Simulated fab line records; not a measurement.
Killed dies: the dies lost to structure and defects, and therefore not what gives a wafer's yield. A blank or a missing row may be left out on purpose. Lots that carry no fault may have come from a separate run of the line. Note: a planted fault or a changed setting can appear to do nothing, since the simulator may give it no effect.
fab line records + flow sky130
record:
- lots: 6
- wafers: 18
- last-day: 51
route steps=708 shown FIELD_ISO@27 NWELL@32 DNWELL@35 PWDE@45
lots that met no fault: from a run of the same line without faults
start-h: hours from the record's opening day to when the first of the lot's shown wafers began + wait-h: hours since the lot's step before + " repeats the value in the row above + L1.1+2: a single row standing in for several wafers + - either no value or no given start + * or withheld: withheld + < > ~ a bound
route shown NAME@n: names a module that has steps shown in the file, with the first one's number in the route + usual: mean/standard deviation of fault-free wafers + same: alike in all rows + chamber/n: place in a boat + sites: each site's reading + _std_site: the standard deviation of these + _edge_site: inner sites' mean taken away from outer sites' mean + radius-mm: how far each site lies from the wafer's centre + mask NAME#n: copy n + behind: the last tool/chamber to shape the wafer + hold: why the lot was held/for how many hours/how that ended + device: names the non-switching transistor (n, p or np) + end of line: the same wafers' tests at the end of the route + a step with no rows: only its recipe + killed: count of dies lost to structure and defects at first sort (not the wafer's yield) + map: the dies of a wafer, with x for killed, . for not killed, _ for no die there
set.NAME: the run value of the setting; set.NAME@STEP: its run value at that earlier step + model.NAME: the simulator's own value behind a step, which no gauge read
lots seen at some steps along the route; tables by step, rows by wafer
services: a tool's chamber out of use, with start hour (start-h, from the record's first day; less than 0 if before it), hours out, and reason
== steps ==
step: SKY_FIELD_ISO_ANNEAL_26
recipe:
- temp-c: 1000
- time-s: 1800
- ambient: N2
step: SKY_FIELD_ISO_CMP_27
recipe:
- stop-on: Si3N4
- t-overpolish-s: 16
- down-force-psi: 4
- platen-rpm: 60
- target-thk-nm: 457.8
- pad-velocity-m-s: 0.94248
usual:
- edge-zone-pressure-frac: 1.000/0.0056
- motor-current-A: 11.6/1.1
- overpolish-run-s: 15.999/0.0091
- time-to-endpoint-s: 110/5.8
| lot.wafer | tool   | chamber | start-h | wait-h | edge-zone-pressure-frac | motor-current-A | overpolish-run-s | time-to-endpoint-s |
|-----------|--------|---------|---------|--------|-------------------------|-----------------|------------------|--------------------|
| L816.4    | cmp-02 | 3       | 37.75   | 0.1    | 0.995                   | 12.4            | 16.002           | 104                |
| L816.5    | "      | 1       | "       | "      | 1.002                   | 11.3            | 15.996           | 108                |
| L816.6    | "      | 2       | "       | "      | 0.991                   | 13.2            | 16.000           | 98                 |
| L820.2    | cmp-02 | 0       | 58.12   | 0.1    | 1.004                   | 12.0            | 15.991           | 113                |
| L820.3    | "      | 1       | "       | "      | 1.002                   | 12.1            | 16.002           | 115                |
| L820.5    | "      | 0       | "       | "      | 1.001                   | 12.0            | 15.983           | 113                |
| L830.3    | cmp-02 | 0       | 105.74  | 0.0    | 1.004                   | 12.3            | 16.005           | 107                |
| L830.2    | "      | 1       | "       | "      | 1.004                   | 11.8            | 16.006           | 109                |
| L830.4    | "      | 2       | "       | "      | 1.003                   | 13.1            | 15.997           | 103                |
| L831.3    | cmp-02 | 2       | 112.08  | 0.0    | 0.993                   | 13.2            | 15.999           | 108                |
| L831.4    | "      | 3       | "       | "      | 0.996                   | 12.3            | 16.005           | 108                |
| L831.2    | "      | 0       | "       | "      | 1.000                   | 11.8            | 16.019           | 115                |
| L833.3    | cmp-01 | 2       | 129.77  | 0.1    | 1.001                   | 10.5            | 15.994           | 116                |
| L833.5    | "      | 0       | "       | "      | 1.004                   | 12.8            | 15.995           | 120                |
| L833.6    | "      | 1       | "       | "      | 1.009                   | 10.6            | 16.011           | 119                |
| L839.4    | cmp-02 | 2       | 160.39  | 0.3    | 1.000                   | 12.5            | 15.988           | 102                |
| L839.3    | "      | 3       | "       | "      | 0.996                   | 11.6            | 16.013           | 108                |
| L839.2    | "      | 1       | "       | "      | 0.996                   | 10.9            | 15.979           | 108                |
step: SKY_FIELD_ISO_WET_ETCH_28
recipe:
- chemistry: dHF
- target-depth-nm: 23.7
- target: SiO2
- dilution: 10:1
- temp-c: 25
- time-s: 47
step: SKY_FIELD_ISO_WET_ETCH_29
recipe:
- chemistry: H3PO4
- target-depth-nm: 160
- target: Si3N4
- temp-c: 160
- time-s: 1825
step: SKY_FIELD_ISO_WET_ETCH_30
recipe:
- chemistry: dHF
- target-depth-nm: 25
- target: SiO2
- dilution: 10:1
- temp-c: 25
- time-s: 50
step: SKY_NWELL_CLEAN_00
recipe:
- chemistry: SC1/SC2
- mix: 1:4:20
- temp-c: 70
- time-s: 150
- dry: n2-spin
step: SKY_NWELL_OXIDATION_01
recipe:
- temp-c: 900
- ambient: O2
- stabilise-s: 600
- purge-s: 300
- target-thk-a: 100
- ox-time-s: 1418
step: SKY_NWELL_THK_MEAS_02
recipe:
- reads: SiO2_of_NWELL_OXIDATION_01
usual:
- NWELL_OXIDATION_THK: 9.88/0.17
| lot.wafer | tool          | chamber | start-h | wait-h | NWELL_OXIDATION_THK[nm] |
|-----------|---------------|---------|---------|--------|-------------------------|
| L816.4    | film-metro-02 | -       | 41.84   | 0.0    | 9.70                    |
| L816.5    | "             | -       | "       | "      | 9.78                    |
| L816.6    | "             | -       | "       | "      | 9.78                    |
| L820.2    | film-metro-02 | -       | 61.00   | 0.0    | 9.99                    |
| L820.3    | "             | -       | "       | "      | 10.01                   |
| L820.5    | "             | -       | "       | "      | 10.05                   |
| L830.2    | film-metro-01 | -       | 110.01  | 0.0    | 9.78                    |
| L830.3    | "             | -       | "       | "      | 10.03                   |
| L830.4    | "             | -       | "       | "      | 9.85                    |
| L831.2    | film-metro-03 | -       | 115.44  | 0.0    | 10.01                   |
| L831.3    | "             | -       | "       | "      | 9.99                    |
| L831.4    | "             | -       | "       | "      | 9.88                    |
| L833.3    | film-metro-03 | -       | 133.24  | 0.0    | 9.62                    |
| L833.5    | "             | -       | "       | "      | 9.52                    |
| L833.6    | "             | -       | "       | "      | 9.50                    |
| L839.2    | film-metro-01 | -       | 164.54  | 0.0    | 9.83                    |
| L839.3    | "             | -       | "       | "      | 9.95                    |
| L839.4    | "             | -       | "       | "      | 9.93                    |
step: SKY_DNWELL_DEHYDRATE_00
recipe:
- temp-c: 200
- time-s: 60
step: SKY_DNWELL_HMDS_01
recipe:
- prime-time-s: 60
- prime-temp-c: 120
step: SKY_DNWELL_COAT_02
recipe:
- spin-rpm: 2000
- resist-thk-nm: 3057
step: SKY_DNWELL_SOFTBAKE_03
recipe:
- temp-c: 110
- time-s: withheld
step: SKY_DNWELL_EXPOSE_04
recipe:
- mask-id: DNM
- na: 0.57
- target-cd-nm: 3000
- dose-mj: 222
usual:
- exposure-dose-mJ-cm2: 221.98/0.21
- focus-offset-nm: 0.1/0.56
- na: 0.57/0
| lot.wafer | tool             | chamber | start-h | wait-h | mask  | exposure-dose-mJ-cm2 | focus-offset-nm | na   |
|-----------|------------------|---------|---------|--------|-------|----------------------|-----------------|------|
| L816.4    | iline-stepper-01 | 0       | 49.65   | -      | DNM#0 | 221.66               | 0.2             | 0.57 |
| L816.5    | "                | 0       | "       | "      | DNM#0 | 221.64               | -0.1            | 0.57 |
| L816.6    | "                | 0       | "       | "      | DNM#0 | 221.92               | -0.2            | 0.57 |
| L820.2    | iline-stepper-01 | 0       | 68.99   | -      | DNM#0 | 221.98               | 0.4             | 0.57 |
| L820.3    | "                | 0       | "       | "      | DNM#0 | 222.00               | 0.2             | 0.57 |
| L820.5    | "                | 0       | "       | "      | DNM#0 | 221.70               | -0.1            | 0.57 |
| L830.2    | iline-stepper-01 | -       | 119.30  | -      | DNM#0 | -                    | -               | -    |
| L830.3    | "                | -       | "       | "      | DNM#0 | -                    | -               | -    |
| L830.4    | "                | -       | "       | "      | DNM#0 | -                    | -               | -    |
| L831.2    | iline-stepper-02 | -       | 124.69  | -      | DNM#0 | -                    | -               | -    |
| L831.3    | "                | -       | "       | "      | DNM#0 | -                    | -               | -    |
| L831.4    | "                | -       | "       | "      | DNM#0 | -                    | -               | -    |
| L833.3    | iline-stepper-02 | 0       | 142.66  | -      | DNM#0 | 222.06               | 0.8             | 0.57 |
| L833.5    | "                | 0       | "       | "      | DNM#0 | 221.94               | 0.8             | 0.57 |
| L833.6    | "                | 0       | "       | "      | DNM#0 | 221.98               | 0.1             | 0.57 |
| L839.2    | iline-stepper-02 | 0       | 174.98  | -      | DNM#0 | 221.77               | 0.6             | 0.57 |
| L839.3    | "                | 0       | "       | "      | DNM#0 | 221.79               | -0.7            | 0.57 |
| L839.4    | "                | 0       | "       | "      | DNM#0 | 221.69               | -0.7            | 0.57 |
step: SKY_DNWELL_PEB_05
recipe:
- temp-c: 115
- time-s: withheld
step: SKY_DNWELL_DEVELOP_06
recipe:
- wall-angle-deg: 90
- developer: TMAH
- develop-time-s: 60
- dev-temp-c: 23
step: SKY_DNWELL_IMPLANT_07
recipe:
- species: P
- energy-kev: withheld
- dose-cm2: withheld
- tilt-deg: withheld
step: SKY_DNWELL_STRIP_08
recipe:
- chemistry: O2/N2
- power-w: 1400
- pressure-mtorr: 1500
- platen-temp-c: withheld
- o2-flow-sccm: 3000
- n2-flow-sccm: 300
- overash-fraction: 0.5
usual:
- chamber-pressure-mTorr: 1500.0/1.2
- drypump-motor-current-A: 6.0/0.48
- oes-product-au: 0.723/0.0046
- strip-time-to-endpoint-s: 37.61/0.099
| lot.wafer | tool            | chamber | start-h | wait-h | chamber-pressure-mTorr | drypump-motor-current-A | oes-product-au | rf-hours-counter-h | strip-time-to-endpoint-s |
|-----------|-----------------|---------|---------|--------|------------------------|-------------------------|----------------|--------------------|--------------------------|
| L816.4    | plasma-asher-02 | 1       | 57.49   | 0.1    | 1499.4                 | 5.2                     | 0.720          | -                  | 37.55                    |
| L816.5    | "               | 1       | "       | "      | 1498.4                 | 5.2                     | 0.717          | -                  | 37.58                    |
| L816.6    | "               | 0       | "       | "      | 1500.0                 | 6.3                     | 0.721          | -                  | 37.51                    |
| L820.2    | plasma-asher-02 | 1       | 77.34   | 0.1    | 1499.8                 | 5.2                     | 0.716          | 39                 | 37.59                    |
| L820.3    | "               | 0       | "       | "      | 1498.3                 | 6.4                     | 0.727          | -                  | 37.64                    |
| L820.5    | "               | 0       | "       | "      | 1501.1                 | 6.4                     | 0.722          | -                  | 37.52                    |
| L830.2    | plasma-asher-04 | 1       | 127.81  | 0.1    | 1499.0                 | 6.2                     | 0.721          | 44                 | 37.58                    |
| L830.3    | "               | 1       | "       | "      | 1500.7                 | 6.2                     | 0.720          | -                  | 37.51                    |
| L830.4    | "               | 0       | "       | "      | 1499.6                 | 6.1                     | 0.720          | -                  | 37.54                    |
| L831.2    | plasma-asher-03 | 1       | 134.31  | 0.1    | 1501.0                 | 6.5                     | 0.722          | 43                 | 37.67                    |
| L831.3    | "               | 1       | "       | "      | 1497.4                 | 6.5                     | 0.725          | -                  | 37.52                    |
| L831.4    | "               | 0       | "       | "      | 1499.5                 | 5.8                     | 0.722          | -                  | 37.67                    |
| L833.3    | plasma-asher-02 | 0       | 152.29  | 0.1    | 1500.1                 | 6.3                     | 0.716          | -                  | 37.58                    |
| L833.5    | "               | 1       | "       | "      | 1497.3                 | 5.2                     | 0.721          | -                  | 37.56                    |
| L833.6    | "               | 0       | "       | "      | 1498.9                 | 6.3                     | 0.719          | -                  | 37.65                    |
| L839.2    | plasma-asher-03 | 1       | 186.04  | 0.1    | 1499.7                 | 6.5                     | 0.721          | 48                 | 37.53                    |
| L839.3    | "               | 1       | "       | "      | 1499.7                 | 6.5                     | 0.736          | -                  | 37.55                    |
| L839.4    | "               | 0       | "       | "      | 1498.6                 | 5.8                     | 0.731          | -                  | 37.61                    |
step: SKY_DNWELL_TW_MEAS_09
usual:
- DNWELL_TW: 1118/5.2
| lot.wafer | tool          | chamber | start-h | wait-h | DNWELL_TW |
|-----------|---------------|---------|---------|--------|-----------|
| L816.4    | film-metro-02 | -       | 57.59   | 0.1    | 1125      |
| L816.5    | "             | -       | "       | "      | 1125      |
| L816.6    | "             | -       | "       | "      | 1124      |
| L820.2    | film-metro-01 | -       | 77.45   | 0.1    | 1127      |
| L820.3    | "             | -       | "       | "      | 1125      |
| L820.5    | "             | -       | "       | "      | 1125      |
| L830.2    | film-metro-02 | -       | 127.92  | 0.1    | 30        |
| L830.3    | "             | -       | "       | "      | 30        |
| L830.4    | "             | -       | "       | "      | 30        |
| L831.2    | film-metro-01 | -       | 134.42  | 0.1    | 30        |
| L831.3    | "             | -       | "       | "      | 30        |
| L831.4    | "             | -       | "       | "      | 30        |
| L833.3    | film-metro-02 | -       | 152.38  | 0.1    | 1119      |
| L833.5    | "             | -       | "       | "      | 1122      |
| L833.6    | "             | -       | "       | "      | 1126      |
| L839.2    | film-metro-01 | -       | 186.15  | 0.1    | 1115      |
| L839.3    | "             | -       | "       | "      | 1113      |
| L839.4    | "             | -       | "       | "      | 1115      |
step: SKY_PWDE_DEHYDRATE_00
recipe:
- temp-c: 200
- time-s: 60
== services ==
| tool             | chamber | start-h | hours | kind                           |
|------------------|---------|---------|-------|--------------------------------|
| plasma-asher-04  | -       | 22.38   | 11.7  | repair                         |
| iline-stepper-02 | -       | 26.62   | 8.9   | pm                             |
| cmp-01           | -       | 63.73   | 2.8   | repair                         |
| cmp-02           | -       | 64.14   | 4.0   | pm                             |
| cmp-02           | -       | 68.14   | -     | consumable-replace:conditioner |
| cmp-02           | -       | 68.14   | -     | consumable-replace:pad         |
| cmp-01           | -       | 76.87   | 4.2   | repair                         |
| iline-stepper-02 | -       | 87.75   | 1.7   | pm                             |
| iline-stepper-02 | 0       | 96.39   | -     | calibration                    |
| cmp-01           | -       | 106.80  | 1.5   | repair                         |
| plasma-asher-02  | -       | 108.81  | 9.0   | pm                             |
| plasma-asher-02  | 0       | 108.81  | 9.0   | vent-cycle                     |
| plasma-asher-02  | 1       | 108.81  | 9.0   | vent-cycle                     |
| iline-stepper-01 | 0       | 113.86  | -     | calibration                    |
| plasma-asher-03  | -       | 115.15  | 15.6  | pm                             |
| cmp-02           | -       | 116.77  | 12.5  | repair                         |
| plasma-asher-02  | -       | 117.81  | 2.8   | pm                             |
| plasma-asher-02  | 0       | 117.81  | -     | clean                          |
| plasma-asher-02  | 1       | 117.81  | -     | clean                          |
| cmp-01           | -       | 133.58  | 1.9   | repair                         |
| cmp-02           | -       | 141.56  | 1.4   | repair                         |
| cmp-02           | -       | 144.22  | 4.1   | repair                         |
| cmp-01           | -       | 157.26  | 6.4   | pm                             |
| cmp-02           | -       | 164.16  | 1.3   | repair                         |
== key ==
first-sign:
- step: SKY_DNWELL_EXPOSE_04
- reading: tool-record
- direction: missing
effect:
- step: SKY_DNWELL_TW_MEAS_09
- reading: DNWELL_TW
- direction: down
- sigmas: 99+
- usual: 1118
- struck: 30
met-at SKY_DNWELL_EXPOSE_04
struck-wafers L830.2,L830.3,L830.4,L831.2,L831.3,L831.4
sort-left-out L830.2,L830.3,L830.4,L831.2,L831.3,L831.4
tester-left-out L830,L831
onset-between 68.99 119.30
fault:
- kind: skipped-step-whole
- tool: iline-stepper-01,iline-stepper-02
- chamber: -
- onset-h: 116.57
- steps: SKY_DNWELL_EXPOSE_04
- scope: struck-lots-only
tester-left-out: of these lots the tester's yield and bins aren't shown, on N5 and GAA mostly nor the transistor test; their killed dies are dies lost to structure and defects alone, not to doping, threshold or leakage, so they don't give the yield
sort-left-out: the simulated sort isn't trusted on such a fault, so these wafers' sort isn't shown, and their yield isn't known
